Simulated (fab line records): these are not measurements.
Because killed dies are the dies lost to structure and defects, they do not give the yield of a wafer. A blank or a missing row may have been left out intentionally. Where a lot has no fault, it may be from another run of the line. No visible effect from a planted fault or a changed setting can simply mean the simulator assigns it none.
A struck lot beside a sound one || flow gf180mcu || 16 out of 602 route steps
Sound: the wafers L130.2, L130.4, L130.6. Struck: wafer L140.2; the same lot's L140.6 was not struck, so it is left out; see the end for the cause.
At each step with rows: each side's tool, then ch and its chambers, then its first start. Under that, the readings that differ: sound wafers || struck wafers || difference of the means || sigmas: that difference in standard deviations of wafers without a fault.
alike: same words and numbers on both sides, and readings whose means sit less than 2 such deviations apart. not compared: any withheld reading, any reading some wafer has no value for, any bound like >300 that may hide the same value, and any number with overlapping values for which the record gives no deviation.
Wherever a step has rows on one side only, a row that says differs or no value, or a row with sigmas, the two part there. Non-overlapping numbers with no deviation appear without sigmas and do not part them. A reading missing from all wafers of one side parts the sides only when that side holds two or more wafers.

GF_NSD_CD_MEAS_07: the cd target is 400 nm.
  sound: cd_sem-02 at day 14 17:59; struck: cd_sem-01 at day 18 05:02
  alike: cd_nm
GF_NSD_OVL_MEAS_08:
  sound: overlay-02 at day 14 18:05; struck: overlay-02 at day 18 05:08
  alike: NSD_OVL
then, 2 steps without rows for these wafers: GF_NSD_IMPLANT_09; GF_NSD_IMPLANT_10.
GF_NSD_STRIP_11: strips in O2/N2.
  sound on plasma_asher-04 ch 0,1, day 14 18:25; struck on plasma_asher-01 ch 0, day 18 05:28
{"reading": "heater_power_w (W)", "sound": "374 348 375", "struck": 309, "difference": -57, "sigmas": -2}
{"reading": "strip_time_to_endpoint_s (s)", "sound": "22.87 22.94 22.95", "struck": 23.03, "difference": "+0.11", "sigmas": "+3"}
  alike: chamber_pressure_mTorr, drypump_motor_current_A, o2_flow_sccm, oes_product_au
  not compared: rf_hours_counter_h
GF_NSD_TW_MEAS_12:
  sound: film_metro-01 at day 14 18:32; struck: film_metro-04 at day 18 05:35
  alike: NSD_TW
then, 6 steps without rows for these wafers: GF_PSD_DEHYDRATE_00 (time 60 s); GF_PSD_HMDS_01 (prime time 60 s); GF_PSD_COAT_02 (resist thk 1000 nm); GF_PSD_SOFTBAKE_03 (time 60 s); GF_PSD_EXPOSE_04 (exposes mask Pplus, target cd 400 nm); GF_PSD_PEB_05.
GF_PSD_DEVELOP_06: develop time 60 s.
  sound on litho_track-03 ch 0, day 15 15:32; struck on litho_track-03 ch 0, day 19 04:56
  alike: chill_plate_temp_C, exhaust_pa
GF_PSD_CD_MEAS_07: the cd target is 400 nm.
  sound: cd_sem-02 at day 15 15:41; struck: cd_sem-02 at day 19 05:05
{"reading": "cd_nm (nm)", "sound": "399.3 400.6 398.2", "struck": 426.8, "difference": "+27.4", "sigmas": "+12"}
GF_PSD_OVL_MEAS_08:
  sound: overlay-01 at day 15 15:47; struck: overlay-02 at day 19 05:11
  alike: PSD_OVL
GF_PASSIVATION_PROBE_99:
  the record holds rows for the sound wafers here (prober-02, day 30 10:12) but none for the struck ones

WHERE THEY PART
Last at GF_PASSIVATION_PROBE_99 as far as this record goes, first at GF_NSD_STRIP_11.

WHY: what had been put in by the simulator
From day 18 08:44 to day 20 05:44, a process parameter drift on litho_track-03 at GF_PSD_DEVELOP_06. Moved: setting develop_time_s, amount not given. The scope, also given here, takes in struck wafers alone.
